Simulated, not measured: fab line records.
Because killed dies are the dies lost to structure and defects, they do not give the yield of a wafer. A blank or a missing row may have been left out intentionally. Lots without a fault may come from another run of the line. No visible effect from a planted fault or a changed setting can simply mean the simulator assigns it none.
Chamber matching -- flow sky130 -- SKY_VIA4_CMP_02 on cmp-01 has 4 sister chambers
The step polishes SiO2. 14 wafers are shown with their chamber, then 7 later ones without.

== WAFERS WITH THEIR CHAMBER ==
wafer,chamber,motor-current-A (A)
L862.2,2,13.9
L862.4,0,11.1
L862.5,3,13.1
L863.1,3,12.9
L863.2,1,11.8
L863.4,0,11.7
L869.1,3,12.8
L869.5,1,12.5
L869.6,0,12.3
L875.2,1,12.2
L875.4,2,14.9
L875.5,3,13.9
L879.2,2,14.6
L879.4,3,13.3

SIGNATURES (averages over the wafers above)
reading,chamber 0,chamber 1,chamber 2,chamber 3,scatter within a chamber
motor-current-A,11.700,12.167,14.467,13.200,0.475
Rule: for each reading, subtract the chamber's mean from the wafer's reading, divide by that reading's scatter and square the result; add these up over the readings and take the root, which gives the wafer's distance from the chamber. The wafer belongs to the nearest chamber; if the next one is less than 2 further off, it can't be placed. The scatter is the square root of a quotient: the sum, over the shown wafers, of each reading's squared deviation from its chamber's mean, divided by wafers minus chambers.

== WAFERS WHOSE CHAMBER IS MISSING ==
wafer,motor-current-A (A)
L879.6,10.9
L884.2,11.7
L884.4,15.2
L884.6,13.3
L885.1,11.3
L885.3,12.6
L885.4,15.8

== EACH ONE'S CHAMBER ==
wafer,from the rows above,in truth
L879.6,can't be placed: 0 or 1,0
L884.2,can't be placed: 0 or 1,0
L884.4,2,2
L884.6,3,3
L885.1,can't be placed: 0 or 1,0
L885.3,can't be placed: 1 or 3 or 0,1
L885.4,2,2
Correctly placed: 3 of 7. Can't be placed from these rows: 4 (the true chamber is among the candidates in 4). Number placed wrongly: 0.
